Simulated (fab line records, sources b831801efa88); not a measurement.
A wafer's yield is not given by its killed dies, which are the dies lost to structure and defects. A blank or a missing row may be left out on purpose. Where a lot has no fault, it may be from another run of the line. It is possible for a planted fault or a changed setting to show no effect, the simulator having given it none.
Which tool did it? -- flow sky130 -- Sampling: 8 lots, 24 wafers, 4 of 708 route steps

## WHAT EACH GAUGE READ, for each wafer
SKY_SONOS_ONO_THK_MEAS_05. Usual: SONOS_ONO_CVD_04_THK gives 5.68 nm (standard deviation 0.12).
lot,measured,on,SONOS_ONO_CVD_04_THK (nm),flag
L210,day 11 08:52,filmMetro-02,5.86 5.67 5.66,
L211,day 11 20:07,filmMetro-04,5.77 5.84 5.75,
L212,day 11 23:26,filmMetro-04,5.64 5.60 5.71,
L213,day 12 04:53,filmMetro-04,5.78 5.80 5.68,
L214,day 12 18:58,filmMetro-02,5.66 5.59 5.58,
L220,day 14 16:25,filmMetro-04,5.48 5.45 5.44,
L221,day 15 18:26,filmMetro-04,5.69 5.60 5.70,
L233,day 19 10:03,filmMetro-02,5.65 5.69 5.64,

SKY_LDD_HVN_OVL_MEAS_07. Usual: LDD_HVN_OVL gives -0.1 nm (standard deviation 1.8).
lot,measured,on,LDD_HVN_OVL (nm),flag
L210,day 20 09:23,overlay-02,-2.7 -3.0 -2.5,
L211,day 20 23:12,overlay-02,-0.1 -1.5 -0.9,
L212,day 21 00:47,overlay-01,-1.1 -2.0 -2.1,
L213,day 20 23:10,overlay-01,-0.3 -2.4 -1.1,
L214,day 21 13:31,overlay-01,-0.3 0.1 0.0,
L220,day 24 05:59,overlay-01,1.6 0.6 1.7,
L221,day 25 02:26,overlay-02,1.8 -0.7 2.4,
L233,day 28 13:07,overlay-02,-0.7 2.3 0.4,

SKY_SPACER_THK_MEAS_01. Usual: SPACER_CVD_00_THK gives 43.1 nm (standard deviation 0.41).
lot,measured,on,SPACER_CVD_00_THK (nm),flag
L210,day 23 02:38,filmMetro-02,43.2 42.5 43.0,
L211,day 23 16:56,filmMetro-01,42.8 42.7 42.6,
L212,day 23 19:30,filmMetro-01,42.7 42.8 42.8,
L213,day 23 15:43,filmMetro-01,43.1 43.3 42.7,
L214,day 24 05:39,filmMetro-01,43.8 43.6 43.8,
L220,day 26 19:22,filmMetro-01,64.5 64.0 64.3,OFF
L221,day 27 14:47,filmMetro-03,63.9 64.3 64.4,OFF
L233,day 31 01:46,filmMetro-03,42.7 42.8 43.0,

## WHICH TOOL RAN EACH LOT (tool, then ch and the chambers of the sampled wafers, then the start)
lot,SKY_SPACER_CVD_00
L210,"lpcvd-02 ch 0, day 23 00:49"
L211,"lpcvd-02 ch 0, day 23 15:43"
L212,"lpcvd-02 ch 0, day 23 18:17"
L213,"lpcvd-02 ch 0, day 23 14:31"
L214,"lpcvd-02 ch 0, day 24 04:26"
L220,"lpcvd-02 ch 1, day 26 18:10"
L221,"lpcvd-02 ch 0, day 27 12:58"
L233,"lpcvd-02 ch 1, day 31 00:33"
- SKY_SPACER_CVD_00: deposits Si3N4 from DCS/NH3, target thk 43.1 nm, time 740 s.

## WHAT THE TOOLS THEMSELVES READ (means of the sampled wafers that have a number; where no wafer has one, the mark that the record gives instead)
SKY_SPACER_CVD_00. Usual: pressureMtorr 250.0 mTorr, standard deviation 0.5; zonePowerTopPct 27.9 %, standard deviation 1.2.
lot,tool,pressureMtorr (mTorr),zonePowerTopPct (%),flag
L210,lpcvd-02,249.7,26.9,
L211,lpcvd-02,249.8,27.3,
L212,lpcvd-02,250.0,26.9,
L213,lpcvd-02,249.7,26.9,
L214,lpcvd-02,250.2,26.9,
L220,lpcvd-02,250.4,29.5,
L221,lpcvd-02,250.0,27.0,
L233,lpcvd-02,249.8,29.5,

## THE ANSWER, worked out from the rows above alone
Rule: a lot is off if the mean of its wafers that have a number lies more than 3 standard deviations from the usual mean. A lot without any number at a reading at which 4 lots or more have one is off too. The other lots that the step has rows for count as sound. Order of review: gauges by route order, followed by the tools' own readings, for which a lot's mean as printed above is used. At the first step where some lot is off, the reading lying furthest off is the one used; lots without a number count as furthest.
Off: at SKY_SPACER_THK_MEAS_01 (SPACER_CVD_00_THK), L220, L221.
A tool fits if, at a process step before that reading, it ran every lot that is off, and no sound lot after the first of them. Gauges at SKY_SPACER_THK_MEAS_01: tried the same way as those tools. Not one of the candidates tried fits.

## WHAT WAS PUT IN BY THE SIMULATOR
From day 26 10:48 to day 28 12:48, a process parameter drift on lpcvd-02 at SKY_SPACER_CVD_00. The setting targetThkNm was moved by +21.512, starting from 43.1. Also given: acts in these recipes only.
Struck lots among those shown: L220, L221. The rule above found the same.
